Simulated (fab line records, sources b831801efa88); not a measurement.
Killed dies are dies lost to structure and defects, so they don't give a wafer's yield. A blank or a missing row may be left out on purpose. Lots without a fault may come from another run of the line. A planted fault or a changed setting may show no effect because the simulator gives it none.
Which tool did it? | flow sky130 | 12 lots, 36 wafers sampled, at 4 steps of a route of 708

WHAT THE GAUGES READ, wafer by wafer
SKY_PAD_OPEN_BOW_MEAS_13. Usual: PAD_OPEN_BOW 47 um, standard deviation 8.1.
lot  | measured     | on            | PAD_OPEN_BOW (um) | flag
L617 | day 46 00:56 | film_metro-02 | 46 53 56          |
L619 | day 46 12:28 | film_metro-03 | 40 41 44          |
L620 | day 47 01:20 | film_metro-02 | 54 38 44          |
L621 | day 48 00:31 | film_metro-02 | 42 52 48          |
L622 | day 48 01:58 | film_metro-03 | 37 56 44          |
L626 | day 48 15:01 | film_metro-02 | 51 53 57          |
L628 | day 48 22:09 | film_metro-04 | 52 36 40          |
L629 | day 49 06:38 | film_metro-04 | 58 39 42          |
L630 | day 49 12:04 | film_metro-02 | 33 42 47          |
L631 | day 49 13:46 | film_metro-03 | 48 49 51          |
L636 | day 50 17:11 | film_metro-02 | 44 42 38          |
L637 | day 50 17:35 | film_metro-02 | 48 55 55          |

WHICH TOOL RAN EACH LOT (tool, then ch and the chambers of the sampled wafers, then the start)
lot  | SKY_VIA4_ETCH_12                   | SKY_METAL5_SPUTTER_00        | SKY_METAL5_METAL_ETCH_15
L617 | rie_diel-03 ch 1,2, day 43 02:56   | pvd_sputter-04, day 43 04:21 | rie_metal-02 ch 0,1, day 44 02:34
L619 | rie_diel-03 ch 1,2, day 43 15:23   | pvd_sputter-02, day 43 17:01 | rie_metal-02 ch 0,1, day 44 15:14
L620 | rie_diel-03 ch 0,1,3, day 44 05:50 | pvd_sputter-03, day 44 07:11 | rie_metal-04 ch 0, day 45 05:29
L621 | rie_diel-04 ch 0,1, day 45 05:24   | pvd_sputter-02, day 45 06:47 | rie_metal-01 ch 0,1, day 46 03:41
L622 | rie_diel-02 ch 2,3, day 45 07:26   | pvd_sputter-04, day 45 09:03 | rie_metal-02 ch 0,1, day 46 05:19
L626 | rie_diel-02 ch 0,2,3, day 45 22:38 | pvd_sputter-04, day 46 00:08 | rie_metal-02 ch 1, day 46 20:16
L628 | rie_diel-04 ch 0,2,3, day 46 06:56 | pvd_sputter-02, day 46 08:39 | rie_metal-01 ch 0,1, day 47 04:56
L629 | rie_diel-03 ch 2,3, day 46 15:35   | pvd_sputter-02, day 46 17:00 | rie_metal-02 ch 0,1, day 47 13:04
L630 | rie_diel-04 ch 1,2,3, day 46 22:13 | pvd_sputter-04, day 46 23:35 | rie_metal-04 ch 1, day 47 18:56
L631 | rie_diel-03 ch 0,1,3, day 47 00:37 | pvd_sputter-03, day 47 01:59 | rie_metal-01 ch 0,1, day 47 21:20
L636 | rie_diel-02 ch 1,3, day 48 09:46   | pvd_sputter-03, day 48 11:10 | rie_metal-04 ch 0,1, day 49 04:46
L637 | rie_diel-03 ch 0,2,3, day 48 09:51 | pvd_sputter-02, day 48 11:12 | rie_metal-01 ch 0,1, day 49 05:04
- SKY_VIA4_ETCH_12: etches SiO2 in C4F8/O2/Ar, stops on TiN, target depth 580 nm.
- SKY_METAL5_SPUTTER_00: material Ti, target thk 15 nm, time 10 s.
- SKY_METAL5_METAL_ETCH_15: etches the open film in Cl2/BCl3, stops on SiO2, target depth 1260 nm, time 252 s.

WHAT THE TOOLS THEMSELVES READ (means of the sampled wafers that have a number; where no wafer has one, the mark that the record gives instead)
SKY_VIA4_ETCH_12. Usual: oes_product_au 0.926 a.u., standard deviation 0.0046.
lot  | tool        | oes_product_au (a.u.) | flag
L617 | rie_diel-03 | 0.924                 |
L619 | rie_diel-03 | 0.926                 |
L620 | rie_diel-03 | 0.925                 |
L621 | rie_diel-04 | 0.926                 |
L622 | rie_diel-02 | 0.927                 |
L626 | rie_diel-02 | 0.923                 |
L628 | rie_diel-04 | 0.927                 |
L629 | rie_diel-03 | 0.928                 |
L630 | rie_diel-04 | 0.924                 |
L631 | rie_diel-03 | 0.925                 |
L636 | rie_diel-02 | 0.925                 |
L637 | rie_diel-03 | 0.923                 |

SKY_METAL5_SPUTTER_00. Usual: throttle_valve_pct 29.8 %, standard deviation 1.
lot  | tool           | throttle_valve_pct (%) | flag
L617 | pvd_sputter-04 | 30.2                   |
L619 | pvd_sputter-02 | 29.9                   |
L620 | pvd_sputter-03 | 29.6                   |
L621 | pvd_sputter-02 | 29.1                   |
L622 | pvd_sputter-04 | 30.1                   |
L626 | pvd_sputter-04 | 30.4                   |
L628 | pvd_sputter-02 | 29.1                   |
L629 | pvd_sputter-02 | 29.0                   |
L630 | pvd_sputter-04 | 29.8                   |
L631 | pvd_sputter-03 | 29.7                   |
L636 | pvd_sputter-03 | 30.7                   |
L637 | pvd_sputter-02 | 29.6                   |

SKY_METAL5_METAL_ETCH_15. Usual: drypump_motor_current_A 5.9 A, standard deviation 0.56; oes_product_au 0.894 a.u., standard deviation 0.0054; throttle_valve_pct 22.265 %, standard deviation 0.0088.
lot  | tool         | drypump_motor_current_A (A) | oes_product_au (a.u.) | throttle_valve_pct (%) | flag
L617 | rie_metal-02 | 6.1                         | 0.894                 | 22.263                 |
L619 | rie_metal-02 | 6.0                         | 0.893                 | 22.263                 |
L620 | rie_metal-04 | 6.6                         | 0.903                 | 22.256                 |
L621 | rie_metal-01 | 5.2                         | 0.889                 | 22.262                 |
L622 | rie_metal-02 | 6.0                         | 0.891                 | 22.270                 |
L626 | rie_metal-02 | 6.2                         | 0.899                 | 22.265                 |
L628 | rie_metal-01 | 5.5                         | 0.888                 | 22.261                 |
L629 | rie_metal-02 | 6.0                         | 0.891                 | 22.258                 |
L630 | rie_metal-04 | 4.9                         | 0.891                 | 22.268                 |
L631 | rie_metal-01 | 5.5                         | 0.897                 | 22.269                 |
L636 | rie_metal-04 | 5.5                         | 0.895                 | 22.267                 |
L637 | rie_metal-01 | 5.5                         | 0.891                 | 22.268                 |

THE ANSWER, worked out from the rows above alone
Rule: a lot is off if the mean of its wafers that have a number lies more than 3 standard deviations from the usual mean. A lot without any number at a reading at which 4 lots or more have one is off too. The other lots that the step has rows for count as sound. The gauges are gone through in route order, then the tools' own readings, and for those a lot's mean is taken as printed above. The first step at which some lot is off is used, and at that step the reading that is off furthest; a lot without a number counts as furthest.
No lot is off at any reading shown: from this, nothing can be told.

WHAT THE SIMULATOR HAD PUT IN
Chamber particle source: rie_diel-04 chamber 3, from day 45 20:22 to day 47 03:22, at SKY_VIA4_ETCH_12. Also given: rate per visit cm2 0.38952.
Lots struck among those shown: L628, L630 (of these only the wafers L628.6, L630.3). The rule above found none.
